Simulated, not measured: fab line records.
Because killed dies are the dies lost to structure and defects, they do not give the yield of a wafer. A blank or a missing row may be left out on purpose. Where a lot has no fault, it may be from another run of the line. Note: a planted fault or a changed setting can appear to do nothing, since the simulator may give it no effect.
Split-lot study + flow sky130 + 23 wafers read from 5 lots, route of 708 steps

== SPLIT DETAILS ==
At SKY_POLY_GATE_OXIDATION_20 (stabilise 600 s, purge 300 s, target thk 4 nm), the setting ox_time_s was moved away from the recipe's 899 s on 20 of the 23 wafers read, by -14.9% to +12.1%. For the rest of the wafers, this setting stayed at what the recipe calls for.

There is no step in the file separating the split from the reading.

== THE READING ==
POLY_GATE_OXIDATION_THK, in nm, at SKY_POLY_GATE_THK_MEAS_21. On this fab line, fault-free wafers typically give 3.97 nm with a standard deviation of 0.085 nm.

| wafer  | tool, chamber at the split | ox_time_s as run, s | against the recipe | POLY_GATE_OXIDATION_THK, nm | against lot-mates on the recipe |
|--------|----------------------------|---------------------|--------------------|-----------------------------|---------------------------------|
| L077.1 | -, -                       | 833.2               | -7.3%              | 3.73                        | no lot-mate on the recipe       |
| L077.2 | -, -                       | 833.2               | -7.3%              | 3.72                        | no lot-mate on the recipe       |
| L077.3 | -, -                       | 833.2               | -7.3%              | 3.71                        | no lot-mate on the recipe       |
| L077.5 | -, -                       | 833.2               | -7.3%              | 3.69                        | no lot-mate on the recipe       |
| L077.6 | -, -                       | 833.2               | -7.3%              | 3.75                        | no lot-mate on the recipe       |
| L080.2 | furnace-02, 0              | 899                 | recipe             | 3.99                        | -                               |
| L080.4 | furnace-02, 0              | 899                 | recipe             | 4.01                        | -                               |
| L080.5 | furnace-02, 0              | 899                 | recipe             | 4.07                        | -                               |
| L082.1 | -, -                       | 765.1               | -14.9%             | 3.48                        | no lot-mate on the recipe       |
| L082.3 | -, -                       | 765.1               | -14.9%             | 3.46                        | no lot-mate on the recipe       |
| L082.4 | -, -                       | 765.1               | -14.9%             | 3.47                        | no lot-mate on the recipe       |
| L082.5 | -, -                       | 765.1               | -14.9%             | 3.37                        | no lot-mate on the recipe       |
| L082.6 | -, -                       | 765.1               | -14.9%             | 3.51                        | no lot-mate on the recipe       |
| L084.1 | -, -                       | 951.4               | +5.8%              | 4.33                        | no lot-mate on the recipe       |
| L084.2 | -, -                       | 951.4               | +5.8%              | 4.26                        | no lot-mate on the recipe       |
| L084.3 | -, -                       | 951.4               | +5.8%              | 4.24                        | no lot-mate on the recipe       |
| L084.5 | -, -                       | 951.4               | +5.8%              | 4.22                        | no lot-mate on the recipe       |
| L084.6 | -, -                       | 951.4               | +5.8%              | 4.29                        | no lot-mate on the recipe       |
| L085.1 | -, -                       | 1008                | +12.1%             | 4.37                        | no lot-mate on the recipe       |
| L085.2 | -, -                       | 1008                | +12.1%             | 4.42                        | no lot-mate on the recipe       |
| L085.3 | -, -                       | 1008                | +12.1%             | 4.46                        | no lot-mate on the recipe       |
| L085.4 | -, -                       | 1008                | +12.1%             | 4.36                        | no lot-mate on the recipe       |
| L085.5 | -, -                       | 1008                | +12.1%             | 4.41                        | no lot-mate on the recipe       |

THE FIT
A straight line over all 23 wafers: POLY_GATE_OXIDATION_THK changes by +0.0364 nm for each +1% of ox_time_s; r = +0.99; the points scatter about the line by 0.051 nm.
Too few moved wafers with a lot-mate on the recipe to fit a line net of each lot's own level.

== THE WHOLE CHAIN: every reading that the file lists as answering this split, in the file's order ==
| step                       | what it does                                  | reading                                                                                | change (the file's fit)                | r (the file's) |
|----------------------------|-----------------------------------------------|----------------------------------------------------------------------------------------|----------------------------------------|----------------|
| SKY_POLY_GATE_OXIDATION_20 | stabilise 600 s, purge 300 s, target thk 4 nm | SiO2_of_POLY_GATE_OXIDATION_20.thk_nm (the simulator's own value, which no gauge read) | +0.0357 nm for each +1% of the setting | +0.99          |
| SKY_POLY_GATE_THK_MEAS_21  |                                               | POLY_GATE_OXIDATION_THK                                                                | +0.0363 for each +1% of the setting    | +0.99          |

== FILE'S OWN FIT ==
POLY_GATE_OXIDATION_THK changes by +0.0363 nm for each +1% of ox_time_s, r = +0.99.
